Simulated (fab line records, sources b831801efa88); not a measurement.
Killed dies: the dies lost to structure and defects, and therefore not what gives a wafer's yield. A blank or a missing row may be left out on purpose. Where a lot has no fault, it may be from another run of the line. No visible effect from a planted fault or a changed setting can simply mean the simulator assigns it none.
A single fault, viewed from 2 desks :: flow sky130 :: only its own numbers are on each desk; what lay behind them is given at the end

AT THE TOOL OWNER'S DESK: pvd_sputter-03
The tool's own readings at SKY_METAL4_SPUTTER_04 (material TiN, target thk 70 nm, time 58.3 s): means of the sampled wafers that have a number, for each lot that ran on this tool. A lot is out of limits, marked OUT, if its mean lies more than 4 standard deviations from the usual mean; the brackets give that distance.
Columns: A = throttle_valve_pct at SKY_METAL4_SPUTTER_04, usual 29.9 %
lot: L471
first seen here: day 40 10:35
A: 28.8

lot: L473
first seen here: day 40 19:29
A: 28.1

lot: L476
first seen here: day 41 14:06
A: 29.7

lot: L477
first seen here: day 41 17:52
A: 28.6

lot: L478
first seen here: day 42 07:34
A: 30.4

lot: L482
first seen here: day 43 01:07
A: 31.1
This desk's verdict: no lot among the 6 shows anything out of limits.

AT THE METROLOGY DESK
Lot by lot, what the gauges showed, no matter which tool ran the lot: averages of those sampled wafers that carry a number. A lot is out of limits, marked OUT, if its mean lies more than 4 standard deviations from the usual mean; the brackets give that distance.
Columns: A = CAPM_TIN_RS at SKY_CAPM_RS_MEAS_03, usual 6.73 ohm/sq; B = CAPM_OVL at SKY_CAPM_OVL_MEAS_12, usual -0.5 nm; C = CAP2M_TIN_RS at SKY_CAP2M_RS_MEAS_03, usual 6.92 ohm/sq
lot: L471
first seen here: day 37 02:59
A: 6.79
B: 0.1
C: 6.94

lot: L473
first seen here: day 37 11:16
A: 6.77
B: -2.7
C: 6.92

lot: L472
first seen here: day 37 15:41
A: 6.56
B: 1.6
C: 6.83

lot: L474
first seen here: day 37 19:42
A: 6.78
B: 1.1
C: 6.85

lot: L475
first seen here: day 38 04:33
A: 6.61
B: -1.4
C: 7.03

lot: L476
first seen here: day 38 07:52
A: 6.72
B: -1.2
C: 6.97

lot: L477
first seen here: day 38 11:53
A: 6.71
B: -2.4
C: 6.96

lot: L478
first seen here: day 39 02:40
A: 6.72
B: -3.9
C: 6.94

lot: L479
first seen here: day 39 12:07
A: 6.84
B: -0.2
C: 6.92

lot: L482
first seen here: day 39 21:08
A: 6.78
B: 0.4
C: 7.01

lot: L492
first seen here: day 43 00:26
A: 6.68
B: -0.5
C: 6.80

lot: L494
first seen here: day 43 06:22
A: 6.74
B: 1.6
C: 6.92
This desk's verdict: no lot among the 12 shows anything out of limits.

ALL TOGETHER
The desk of the tool owner found nothing out of limits.
At the metrology desk, nothing out of limits was observed.

WHAT THE SIMULATOR PUT IN
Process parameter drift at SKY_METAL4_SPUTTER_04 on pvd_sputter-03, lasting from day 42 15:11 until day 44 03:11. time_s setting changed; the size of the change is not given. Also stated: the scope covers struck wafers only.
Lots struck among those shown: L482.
